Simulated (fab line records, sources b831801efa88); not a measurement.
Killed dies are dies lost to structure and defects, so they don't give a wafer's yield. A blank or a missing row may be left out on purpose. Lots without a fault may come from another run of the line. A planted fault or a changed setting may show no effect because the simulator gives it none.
Which tool did it? | flow sky130 | 11 lots, 33 wafers sampled, at 5 steps of a route of 708

WHAT THE GAUGES READ, wafer by wafer
SKY_LDD_LDN_TW_MEAS_13.
lot  | measured     | on            | LDD_LDN_TW
L686 | day 22 15:55 | film_metro-03 | 1490 1490 1493
L685 | day 22 18:03 | film_metro-04 | 1498 1502 1501
L687 | day 23 16:23 | film_metro-04 | 1505 1496 1486
L688 | day 23 19:25 | film_metro-03 | 1491 1504 1495
L690 | day 24 18:43 | film_metro-04 | 1504 1501 1498
L691 | day 24 23:05 | film_metro-04 | 1499 1502 1500
L694 | day 26 05:04 | film_metro-02 | 1597 1592 1597
L695 | day 26 11:45 | film_metro-04 | 1606 1604 1602
L705 | day 30 00:04 | film_metro-04 | 1502 1494 1499
L706 | day 30 13:39 | film_metro-02 | 1485 1476 1481
L708 | day 30 23:10 | film_metro-02 | 1487 1487 1476

WHICH TOOL RAN EACH LOT (tool, then ch and the chambers of the sampled wafers, then the start)
lot  | SKY_SONOS_ONO_STRIP_17               | SKY_POLY_GATE_ETCH_16              | SKY_LDD_HVN_STRIP_09                 | SKY_LDD_LDN_IMPLANT_08
L686 | plasma_asher-01 ch 0,1, day 12 12:55 | rie_diel-04 ch 0,2, day 16 06:05   | plasma_asher-03 ch 0,1, day 20 02:08 | implanter-03 ch 0, day 22 15:13
L685 | plasma_asher-01 ch 1, day 12 17:53   | rie_diel-02 ch 1,2,3, day 16 06:54 | plasma_asher-03 ch 0,1, day 20 04:33 | implanter-04 ch 0, day 22 17:21
L687 | plasma_asher-02 ch 0,1, day 13 08:46 | rie_diel-04 ch 1,2, day 17 05:51   | plasma_asher-02 ch 0,1, day 21 03:31 | implanter-01 ch 0, day 23 15:42
L688 | plasma_asher-02 ch 1, day 13 09:50   | rie_diel-02 ch 0,1, day 17 07:50   | plasma_asher-03 ch 0,1, day 21 06:27 | implanter-03 ch 0, day 23 18:43
L690 | plasma_asher-03 ch 0,1, day 14 06:28 | rie_diel-02 ch 2,3, day 18 03:32   | plasma_asher-02 ch 0,1, day 22 04:54 | implanter-01 ch 0, day 24 18:02
L691 | plasma_asher-01 ch 0,1, day 14 11:01 | rie_diel-01 ch 0,2,3, day 18 08:20 | plasma_asher-03 ch 0, day 22 11:03   | implanter-04 ch 0, day 24 22:24
L694 | plasma_asher-03 ch 0,1, day 15 18:43 | rie_diel-04 ch 0,1,2, day 19 19:00 | plasma_asher-04 ch 0,1, day 23 16:57 | implanter-04 ch 0, day 26 03:45
L695 | plasma_asher-03 ch 0,1, day 16 00:22 | rie_diel-02 ch 0,3, day 20 01:35   | plasma_asher-04 ch 0,1, day 23 23:53 | implanter-04 ch 0, day 26 10:24
L705 | plasma_asher-02 ch 0,1, day 19 18:46 | rie_diel-02 ch 0,1,3, day 23 22:21 | plasma_asher-03 ch 0,1, day 27 16:23 | implanter-03 ch 0, day 29 23:22
L706 | plasma_asher-02 ch 0,1, day 20 13:19 | rie_diel-01 ch 0,1,2, day 24 12:38 | plasma_asher-04 ch 0,1, day 28 05:22 | implanter-01 ch 0, day 30 12:57
L708 | plasma_asher-03 ch 0,1, day 21 00:26 | rie_diel-04 ch 2,3, day 25 00:47   | plasma_asher-03 ch 1, day 28 16:23   | implanter-01 ch 0, day 30 22:29
- SKY_SONOS_ONO_STRIP_17: strips in O2/N2.
- SKY_POLY_GATE_ETCH_16: etches Si3N4 in CH3F/O2, stops on poly-Si, time 147.5 s, target depth 75 nm.
- SKY_LDD_HVN_STRIP_09: strips in O2/N2.
- SKY_LDD_LDN_IMPLANT_08

WHAT THE TOOLS THEMSELVES READ (means of the sampled wafers that have a number; where no wafer has one, the mark that the record gives instead)
SKY_SONOS_ONO_STRIP_17.
lot  | tool            | drypump_motor_current_A (A) | oes_product_au (a.u.) | strip_time_to_endpoint_s (s)
L686 | plasma_asher-01 | 5.64                        | 0.712                 | 14.07
L685 | plasma_asher-01 | 5.75                        | 0.711                 | 14.09
L687 | plasma_asher-02 | 5.75                        | 0.708                 | 14.11
L688 | plasma_asher-02 | 5.87                        | 0.706                 | 14.08
L690 | plasma_asher-03 | 5.85                        | 0.709                 | 14.08
L691 | plasma_asher-01 | 5.65                        | 0.713                 | 14.13
L694 | plasma_asher-03 | 6.05                        | 0.710                 | 14.14
L695 | plasma_asher-03 | 6.04                        | 0.710                 | 14.17
L705 | plasma_asher-02 | 5.80                        | 0.712                 | 14.13
L706 | plasma_asher-02 | 5.82                        | 0.710                 | 14.18
L708 | plasma_asher-03 | 6.03                        | 0.713                 | 14.05

SKY_POLY_GATE_ETCH_16.
lot  | tool        | drypump_motor_current_A (A) | oes_product_au (a.u.) | throttle_valve_pct (%)
L686 | rie_diel-04 | 5.8                         | 0.636                 | 10.533
L685 | rie_diel-02 | 5.8                         | 0.634                 | 10.539
L687 | rie_diel-04 | 5.7                         | 0.644                 | 10.541
L688 | rie_diel-02 | 5.4                         | 0.637                 | 10.537
L690 | rie_diel-02 | 5.5                         | 0.637                 | 10.540
L691 | rie_diel-01 | 5.8                         | 0.641                 | 10.532
L694 | rie_diel-04 | 5.7                         | 0.633                 | 10.545
L695 | rie_diel-02 | 4.9                         | 0.637                 | 10.526
L705 | rie_diel-02 | 5.4                         | 0.635                 | 10.540
L706 | rie_diel-01 | 5.5                         | 0.638                 | 10.537
L708 | rie_diel-04 | 5.6                         | 0.639                 | 10.542

SKY_LDD_HVN_STRIP_09.
lot  | tool            | drypump_motor_current_A (A) | oes_product_au (a.u.) | strip_time_to_endpoint_s (s)
L686 | plasma_asher-03 | 6.05                        | 0.413                 | 4.123
L685 | plasma_asher-03 | 6.05                        | 0.409                 | 4.125
L687 | plasma_asher-02 | 5.83                        | 0.411                 | 4.128
L688 | plasma_asher-03 | 5.84                        | 0.408                 | 4.120
L690 | plasma_asher-02 | 5.81                        | 0.406                 | 4.128
L691 | plasma_asher-03 | 5.59                        | 0.409                 | 4.136
L694 | plasma_asher-04 | 5.92                        | 0.407                 | 4.147
L695 | plasma_asher-04 | 5.92                        | 0.409                 | 4.151
L705 | plasma_asher-03 | 5.81                        | 0.409                 | 4.131
L706 | plasma_asher-04 | 5.93                        | 0.409                 | 4.155
L708 | plasma_asher-03 | 6.27                        | 0.414                 | 4.144

SKY_LDD_LDN_IMPLANT_08.
lot  | tool         | beam_on_s (s)
L686 | implanter-03 | 9.98
L685 | implanter-04 | 10.14
L687 | implanter-01 | 9.80
L688 | implanter-03 | 10.02
L690 | implanter-01 | 10.08
L691 | implanter-04 | 10.14
L694 | implanter-04 | 10.10
L695 | implanter-04 | 10.00
L705 | implanter-03 | 10.00
L706 | implanter-01 | 10.11
L708 | implanter-01 | 10.06

THE ANSWER, worked out from the rows above alone
Rule: what is usual is taken from the lots themselves. Put in order of their means at a reading, lots are off if they are a third of the lots or fewer, leave a main group of 4 or more, and stand apart from it by a gap of 3 or more times the standard deviation of the main group's means; of several such gaps the widest counts. A main group whose means are all the same, to the digits that the tables above print for the reading, isn't used. A lot without any number at a reading at which 4 lots or more have one is off too. The other lots that the step has rows for count as sound. The gauges are gone through in route order, then the tools' own readings, and for those a lot's mean is taken as printed above. The first step at which some lot is off is used, and at that step the reading that is off furthest; a lot without a number counts as furthest.
Off: L694, L695, at SKY_LDD_LDN_TW_MEAS_13 (LDD_LDN_TW). The main group: mean 1494, standard deviation 7.1.
A tool fits if, at a process step before that reading, it ran every lot that is off, and no sound lot after the first of them. The gauges at SKY_LDD_LDN_TW_MEAS_13 are tried like those tools. One fits: implanter-04 at SKY_LDD_LDN_IMPLANT_08. Its last sound lot is L691 (day 24 22:24), its first lot that is off L694 (day 26 03:45): a fault that began between those two fits.

WHAT THE SIMULATOR HAD PUT IN
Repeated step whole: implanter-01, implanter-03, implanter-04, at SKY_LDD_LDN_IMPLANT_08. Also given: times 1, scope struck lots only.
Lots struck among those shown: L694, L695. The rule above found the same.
